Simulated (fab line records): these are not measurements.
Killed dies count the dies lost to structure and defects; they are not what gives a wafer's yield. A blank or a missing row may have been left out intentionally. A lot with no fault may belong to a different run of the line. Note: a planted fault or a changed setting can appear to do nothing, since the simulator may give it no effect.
Tool commonality check | flow sky130 | Lots sampled 12, wafers sampled 36

== THE REASON FOR OPENING IT ==
At SKY_POLY_GATE_THK_MEAS_01 the reading POLY_GATE_CVD_00_THK is flagged on 2 of 12 lots. Wafers without a fault read 179.4 nm, standard deviation 1.4.
Rule: a lot is flagged in two cases, either no wafer of it has a number, or all its wafers with numbers fall more than 4 standard deviations from that mean. The rest of the lots are taken to be sound.

lot  | measured     | on           | POLY_GATE_CVD_00_THK (nm), wafer by wafer | flag
L496 | day 14 09:36 | filmMetro-04 | 177.3 178.5 177.3                         | 
L498 | day 14 18:06 | filmMetro-01 | 180.0 180.1 180.3                         | 
L499 | day 15 08:40 | filmMetro-04 | 180.7 182.7 181.2                         | 
L500 | day 15 11:55 | filmMetro-01 | 182.5 181.0 181.0                         | 
L501 | day 15 21:29 | filmMetro-03 | 179.7 180.3 179.5                         | 
L502 | day 16 09:28 | filmMetro-03 | 181.7 180.7 181.2                         | 
L503 | day 16 19:42 | filmMetro-01 | 178.8 181.2 180.0                         | 
L504 | day 16 22:54 | filmMetro-01 | 179.0 179.5 179.8                         | 
L505 | day 17 03:41 | filmMetro-04 | 178.8 179.1 178.3                         | 
L508 | day 18 14:11 | filmMetro-03 | 178.0 180.1 180.1                         | 
L518 | day 21 21:32 | filmMetro-01 | 154.3 156.4 155.0                         | FLAGGED
L519 | day 22 03:20 | filmMetro-03 | 157.2 156.5 157.6                         | FLAGGED
Average over the flagged lots: 156.2 nm; offset from the usual -23.2 nm, equal to -17 standard deviations.

== TOOL THAT RAN EACH LOT ==
The record holds 1 process step before the reading, out of a route of 708 steps. In each cell: the tool, then ch and the chambers that the sampled wafers went through, then the start.
lot  | flag    | SKY_POLY_GATE_CVD_00
L496 |         | lpcvd-01 ch 0, day 14 08:24
L498 |         | lpcvd-01 ch 1, day 14 16:52
L499 |         | lpcvd-01 ch 1, day 15 07:28
L500 |         | lpcvd-01 ch 1, day 15 10:42
L501 |         | lpcvd-01 ch 0, day 15 20:17
L502 |         | lpcvd-01 ch 0, day 16 08:16
L503 |         | lpcvd-01 ch 0, day 16 18:29
L504 |         | lpcvd-01 ch 1, day 16 21:42
L505 |         | lpcvd-01 ch 0, day 17 02:29
L508 |         | lpcvd-01 ch 1, day 18 12:59
L518 | FLAGGED | lpcvd-01 ch 0, day 21 20:20
L519 | FLAGGED | lpcvd-01 ch 0, day 22 02:08
What these steps do:
- SKY_POLY_GATE_CVD_00: deposits poly-Si, target thk 180 nm, time 720 s.
- SKY_POLY_GATE_THK_MEAS_01

== FLAGGED AGAINST TOTAL, ONE TOOL AT A TIME (gauges that did the reading follow at the end) ==
step                      | tool         | lots run | flagged | share of the flagged lots | sound lots run after its first flagged lot
SKY_POLY_GATE_CVD_00      | lpcvd-01     | 12       | 2       | all                       | 0
SKY_POLY_GATE_THK_MEAS_01 | filmMetro-01 | 5        | 1       | some                      | 0
SKY_POLY_GATE_THK_MEAS_01 | filmMetro-03 | 4        | 1       | some                      | 0
SKY_POLY_GATE_THK_MEAS_01 | filmMetro-04 | 3        | 0       | none                      | -

== WHAT THE TABLE PERMITS ==
1 row of the table ran every flagged lot: lpcvd-01 at SKY_POLY_GATE_CVD_00.
- lpcvd-01 at SKY_POLY_GATE_CVD_00 ran 12 lots, 2 of them flagged. It ran its last sound lot, L508, at day 18 12:59 and its first flagged lot, L518, at day 21 20:20: a fault with its onset between the two fits.
lpcvd-01 at SKY_POLY_GATE_CVD_00 is the single tool remaining.

== WHAT THE SIMULATOR HAD INSERTED ==
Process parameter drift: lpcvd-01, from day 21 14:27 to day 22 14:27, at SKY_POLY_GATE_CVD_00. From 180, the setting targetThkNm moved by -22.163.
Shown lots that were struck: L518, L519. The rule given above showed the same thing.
